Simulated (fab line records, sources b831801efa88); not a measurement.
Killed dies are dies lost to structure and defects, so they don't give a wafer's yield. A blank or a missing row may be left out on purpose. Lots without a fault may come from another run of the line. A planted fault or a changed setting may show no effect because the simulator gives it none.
Which tool did it? | flow sky130 | 24 lots, 72 wafers sampled, at 6 steps of a route of 708

WHAT THE GAUGES READ, wafer by wafer
SKY_CONTACT_BOW_MEAS_05. Usual: CONTACT_BOW 83 um, standard deviation 6.7.
lot  | measured     | on            | CONTACT_BOW (um) | flag
L074 | day 29 22:02 | film_metro-04 | 85 79 89         |
L075 | day 30 10:16 | film_metro-03 | 86 80 87         |
L076 | day 30 23:28 | film_metro-03 | 93 78 82         |
L077 | day 31 07:03 | film_metro-04 | 77 76 86         |
L079 | day 31 11:02 | film_metro-02 | 78 81 82         |
L078 | day 31 17:13 | film_metro-02 | 84 78 88         |
L080 | day 32 07:02 | film_metro-04 | 78 99 81         |
L081 | day 32 18:15 | film_metro-04 | 76 77 78         |
L082 | day 32 19:46 | film_metro-02 | 83 98 88         |
L083 | day 33 01:15 | film_metro-03 | 73 74 92         |
L084 | day 33 16:45 | film_metro-03 | 83 86 86         |
L085 | day 33 23:37 | film_metro-04 | 81 92 81         |
L086 | day 34 06:23 | film_metro-03 | 94 86 91         |
L087 | day 34 07:21 | film_metro-02 | 88 89 102        |
L088 | day 34 22:41 | film_metro-04 | 82 76 84         |
L089 | day 35 00:33 | film_metro-04 | 80 79 76         |
L090 | day 35 20:23 | film_metro-02 | 76 84 74         |
L091 | day 35 23:42 | film_metro-03 | 86 80 90         |
L092 | day 36 00:00 | film_metro-04 | 80 77 85         |
L093 | day 36 08:04 | film_metro-04 | 83 72 78         |
L094 | day 36 19:48 | film_metro-02 | 77 76 79         |
L096 | day 37 03:38 | film_metro-04 | 90 85 87         |
L095 | day 37 08:54 | film_metro-03 | 84 79 82         |
L097 | day 37 17:56 | film_metro-02 | 76 76 87         |

SKY_METAL5_RS_MEAS_05: measures by four-point-probe. Usual: METAL5_ALCU_RS 0.0270 ohm/sq, standard deviation 0.00033.
lot  | measured     | on            | METAL5_ALCU_RS (ohm/sq) | flag
L074 | day 42 08:58 | film_metro-04 | 0.0269 0.0269 0.0267    |
L075 | day 42 21:19 | film_metro-04 | 0.0270 0.0269 0.0267    |
L076 | day 43 07:38 | film_metro-01 | 0.0271 0.0269 0.0273    |
L077 | day 43 10:14 | film_metro-01 | 0.0267 0.0268 0.0267    |
L079 | day 43 22:55 | film_metro-02 | 0.0274 0.0274 0.0274    |
L078 | day 43 23:35 | film_metro-01 | 0.0278 0.0273 0.0269    |
L080 | day 44 08:27 | film_metro-01 | 0.0271 0.0270 0.0268    |
L081 | day 44 18:42 | film_metro-02 | 0.0276 0.0268 0.0268    |
L082 | day 44 21:16 | film_metro-01 | 0.0273 0.0271 0.0270    |
L083 | day 45 02:29 | film_metro-01 | 0.0273 0.0272 0.0271    |
L084 | day 45 13:43 | film_metro-01 | 0.0267 0.0268 0.0268    |
L085 | day 45 20:22 | film_metro-04 | 0.0269 0.0264 0.0265    |
L086 | day 46 00:03 | film_metro-04 | 0.0266 0.0268 0.0267    |
L087 | day 46 02:40 | film_metro-02 | 0.0280 0.0277 0.0274    |
L088 | day 46 12:37 | film_metro-02 | 0.0273 0.0273 0.0275    |
L089 | day 46 12:56 | film_metro-04 | 0.0264 0.0266 0.0264    |
L090 | day 47 03:47 | film_metro-02 | 0.0272 0.0274 0.0272    |
L091 | day 47 06:05 | film_metro-04 | 0.0272 0.0268 0.0272    |
L092 | day 47 07:43 | film_metro-01 | 0.0268 0.0269 0.0270    |
L093 | day 47 11:42 | film_metro-02 | 0.0266 0.0270 0.0274    |
L094 | day 47 22:59 | film_metro-04 | 0.0272 0.0270 0.0271    |
L096 | day 48 04:54 | film_metro-02 | 0.0270 0.0266 0.0266    |
L095 | day 48 10:49 | film_metro-01 | 0.0264 0.0268 0.0267    |
L097 | day 48 16:40 | film_metro-01 | 0.0268 0.0269 0.0268    |

SKY_PASSIVATION_THK_MEAS_03. Usual: PASSIVATION_CVD_02_THK 540 nm, standard deviation 6.6.
lot  | measured     | on            | PASSIVATION_CVD_02_THK (nm) | flag
L074 | day 43 09:16 | film_metro-02 | 543 541 550                 |
L075 | day 43 21:35 | film_metro-02 | 542 545 550                 |
L076 | day 44 07:34 | film_metro-03 | 538 557 545                 |
L077 | day 44 09:53 | film_metro-01 | 534 535 531                 |
L079 | day 44 22:39 | film_metro-03 | 533 539 544                 |
L078 | day 45 00:19 | film_metro-03 | 539 545 541                 |
L080 | day 45 07:29 | film_metro-02 | 537 531 545                 |
L081 | day 45 16:55 | film_metro-02 | 544 531 535                 |
L082 | day 45 20:06 | film_metro-02 | 532 541 540                 |
L083 | day 46 00:03 | film_metro-02 | 534 540 541                 |
L084 | day 46 11:41 | film_metro-01 | 534 550 542                 |
L085 | day 46 18:07 | film_metro-03 | 532 537 538                 |
L086 | day 46 22:17 | film_metro-02 | 530 538 539                 |
L087 | day 47 00:04 | film_metro-01 | 530 547 540                 |
L088 | day 47 09:53 | film_metro-01 | 528 542 538                 |
L089 | day 47 10:13 | film_metro-01 | 538 541 543                 |
L090 | day 47 23:57 | film_metro-01 | 532 539 543                 |
L091 | day 48 02:06 | film_metro-02 | 532 531 532                 |
L092 | day 48 04:17 | film_metro-01 | 536 537 552                 |
L093 | day 48 07:34 | film_metro-01 | 546 535 542                 |
L094 | day 48 18:08 | film_metro-03 | 535 535 548                 |
L096 | day 49 00:37 | film_metro-01 | 534 537 539                 |
L095 | day 49 05:09 | film_metro-01 | 535 530 531                 |
L097 | day 49 11:34 | film_metro-02 | 538 545 551                 |

WHICH TOOL RAN EACH LOT (tool, then ch and the chambers of the sampled wafers, then the start)
lot  | SKY_VIA1_CVD_21               | SKY_METAL4_SPUTTER_03        | SKY_VIA4_CMP_02
L074 | cvd_w-02 ch 0,1, day 33 13:12 | pvd_sputter-03, day 39 05:20 | cmp-02 ch 0,1,2, day 41 07:59
L075 | cvd_w-01 ch 0,1, day 34 00:01 | pvd_sputter-04, day 39 17:29 | cmp-02 ch 1,2,3, day 41 19:46
L076 | cvd_w-01 ch 0, day 34 13:14   | pvd_sputter-03, day 40 04:27 | cmp-02 ch 1,2, day 42 06:08
L077 | cvd_w-01 ch 0,1, day 34 19:19 | pvd_sputter-03, day 40 08:29 | cmp-01 ch 0,1,2, day 42 09:24
L079 | cvd_w-01 ch 0,1, day 35 01:25 | pvd_sputter-04, day 40 21:26 | cmp-02 ch 0,2, day 42 21:56
L078 | cvd_w-01 ch 0,1, day 35 05:25 | pvd_sputter-02, day 40 21:33 | cmp-01 ch 1,2, day 42 23:01
L080 | cvd_w-02 ch 0,1, day 35 18:17 | pvd_sputter-02, day 41 06:04 | cmp-02 ch 1,2,3, day 43 07:31
L081 | cvd_w-02 ch 0,1, day 36 05:58 | pvd_sputter-03, day 41 17:46 | cmp-02 ch 1,2,3, day 43 17:48
L082 | cvd_w-01 ch 0,1, day 36 09:07 | pvd_sputter-03, day 41 19:19 | cmp-01 ch 0,1,2, day 43 21:00
L083 | cvd_w-02 ch 0,1, day 36 13:31 | pvd_sputter-03, day 42 00:43 | cmp-01 ch 0,1,2, day 44 01:52
L084 | cvd_w-01 ch 0,1, day 37 03:23 | pvd_sputter-03, day 42 15:19 | cmp-02 ch 0,2,3, day 44 15:07
L085 | cvd_w-01 ch 0,1, day 37 10:44 | pvd_sputter-04, day 42 21:02 | cmp-01 ch 1,2, day 44 20:52
L086 | cvd_w-02 ch 0,1, day 37 17:37 | pvd_sputter-02, day 43 02:21 | cmp-02 ch 1,2, day 45 01:56
L087 | cvd_w-01 ch 0,1, day 37 18:13 | pvd_sputter-04, day 43 04:52 | cmp-01 ch 0,1, day 45 04:03
L088 | cvd_w-01 ch 0, day 38 08:23   | pvd_sputter-03, day 43 17:02 | cmp-01 ch 0,2, day 45 14:52
L089 | cvd_w-01 ch 1, day 38 10:20   | pvd_sputter-02, day 43 17:23 | cmp-02 ch 0,1, day 45 15:32
L090 | cvd_w-01 ch 0,1, day 39 02:17 | pvd_sputter-02, day 44 08:52 | cmp-01 ch 0,2,3, day 46 06:13
L091 | cvd_w-01 ch 0,1, day 39 04:42 | pvd_sputter-04, day 44 11:28 | cmp-02 ch 0,1,2, day 46 08:12
L092 | cvd_w-02 ch 0,1, day 39 06:55 | pvd_sputter-03, day 44 13:43 | cmp-01 ch 0,1,3, day 46 10:10
L093 | cvd_w-01 ch 0,1, day 39 14:38 | pvd_sputter-02, day 44 19:27 | cmp-01 ch 0,2,3, day 46 14:45
L094 | cvd_w-02 ch 0,1, day 40 02:07 | pvd_sputter-04, day 45 06:06 | cmp-02 ch 1,3, day 47 01:16
L096 | cvd_w-02 ch 0,1, day 40 09:20 | pvd_sputter-03, day 45 12:38 | cmp-02 ch 1,2,3, day 47 07:52
L095 | cvd_w-01 ch 0,1, day 40 15:47 | pvd_sputter-03, day 45 19:15 | cmp-01 ch 0,1,2, day 47 14:05
L097 | cvd_w-01 ch 1, day 41 00:26   | pvd_sputter-03, day 46 01:58 | cmp-02 ch 1,2,3, day 47 20:07
- SKY_VIA1_CVD_21: deposits W, target thk 270 nm, time 80.902 s.
- SKY_METAL4_SPUTTER_03: material Ti, target thk 5 nm, time 3.3 s.
- SKY_VIA4_CMP_02: polishes SiO2.

WHAT THE TOOLS THEMSELVES READ (means of the sampled wafers that have a number; where no wafer has one, the mark that the record gives instead)
SKY_VIA1_CVD_21. Usual: heater_power_w 861 W, standard deviation 87.
lot  | tool     | heater_power_w (W) | flag
L074 | cvd_w-02 | 958                |
L075 | cvd_w-01 | 792                |
L076 | cvd_w-01 | 764                |
L077 | cvd_w-01 | 826                |
L079 | cvd_w-01 | 788                |
L078 | cvd_w-01 | 790                |
L080 | cvd_w-02 | 971                |
L081 | cvd_w-02 | 990                |
L082 | cvd_w-01 | 795                |
L083 | cvd_w-02 | 986                |
L084 | cvd_w-01 | 823                |
L085 | cvd_w-01 | 818                |
L086 | cvd_w-02 | 971                |
L087 | cvd_w-01 | 799                |
L088 | cvd_w-01 | 768                |
L089 | cvd_w-01 | 870                |
L090 | cvd_w-01 | 803                |
L091 | cvd_w-01 | 788                |
L092 | cvd_w-02 | 927                |
L093 | cvd_w-01 | 787                |
L094 | cvd_w-02 | 933                |
L096 | cvd_w-02 | 944                |
L095 | cvd_w-01 | 793                |
L097 | cvd_w-01 | 848                |

SKY_METAL4_SPUTTER_03. Usual: throttle_valve_pct 30.1 %, standard deviation 1.3.
lot  | tool           | throttle_valve_pct (%) | flag
L074 | pvd_sputter-03 | 31.4                   |
L075 | pvd_sputter-04 | 30.0                   |
L076 | pvd_sputter-03 | 31.0                   |
L077 | pvd_sputter-03 | 30.6                   |
L079 | pvd_sputter-04 | 30.5                   |
L078 | pvd_sputter-02 | 29.0                   |
L080 | pvd_sputter-02 | 29.5                   |
L081 | pvd_sputter-03 | 29.9                   |
L082 | pvd_sputter-03 | 30.7                   |
L083 | pvd_sputter-03 | 31.3                   |
L084 | pvd_sputter-03 | 29.9                   |
L085 | pvd_sputter-04 | 30.8                   |
L086 | pvd_sputter-02 | 29.7                   |
L087 | pvd_sputter-04 | 30.0                   |
L088 | pvd_sputter-03 | 29.3                   |
L089 | pvd_sputter-02 | 29.5                   |
L090 | pvd_sputter-02 | 28.9                   |
L091 | pvd_sputter-04 | 30.3                   |
L092 | pvd_sputter-03 | 31.4                   |
L093 | pvd_sputter-02 | 29.8                   |
L094 | pvd_sputter-04 | 30.5                   |
L096 | pvd_sputter-03 | 30.4                   |
L095 | pvd_sputter-03 | 29.7                   |
L097 | pvd_sputter-03 | 31.3                   |

SKY_VIA4_CMP_02. Usual: motor_current_A 11.4 A, standard deviation 1.
lot  | tool   | motor_current_A (A) | flag
L074 | cmp-02 | 11.5                |
L075 | cmp-02 | 11.2                |
L076 | cmp-02 | 10.9                |
L077 | cmp-01 | 11.5                |
L079 | cmp-02 | 12.5                |
L078 | cmp-01 | 11.2                |
L080 | cmp-02 | 11.3                |
L081 | cmp-02 | 11.2                |
L082 | cmp-01 | 11.5                |
L083 | cmp-01 | 12.0                |
L084 | cmp-02 | 11.8                |
L085 | cmp-01 | 11.3                |
L086 | cmp-02 | 11.1                |
L087 | cmp-01 | 12.2                |
L088 | cmp-01 | 11.4                |
L089 | cmp-02 | 11.0                |
L090 | cmp-01 | 11.6                |
L091 | cmp-02 | 11.3                |
L092 | cmp-01 | 11.3                |
L093 | cmp-01 | 11.3                |
L094 | cmp-02 | 10.6                |
L096 | cmp-02 | 11.5                |
L095 | cmp-01 | 11.6                |
L097 | cmp-02 | 11.1                |

THE ANSWER, worked out from the rows above alone
Rule: a lot is off if the mean of its wafers that have a number lies more than 3 standard deviations from the usual mean. A lot without any number at a reading at which 4 lots or more have one is off too. The other lots that the step has rows for count as sound. The gauges are gone through in route order, then the tools' own readings, and for those a lot's mean is taken as printed above. The first step at which some lot is off is used, and at that step the reading that is off furthest; a lot without a number counts as furthest.
No lot is off at any reading shown: from this, nothing can be told.

WHAT THE SIMULATOR HAD PUT IN
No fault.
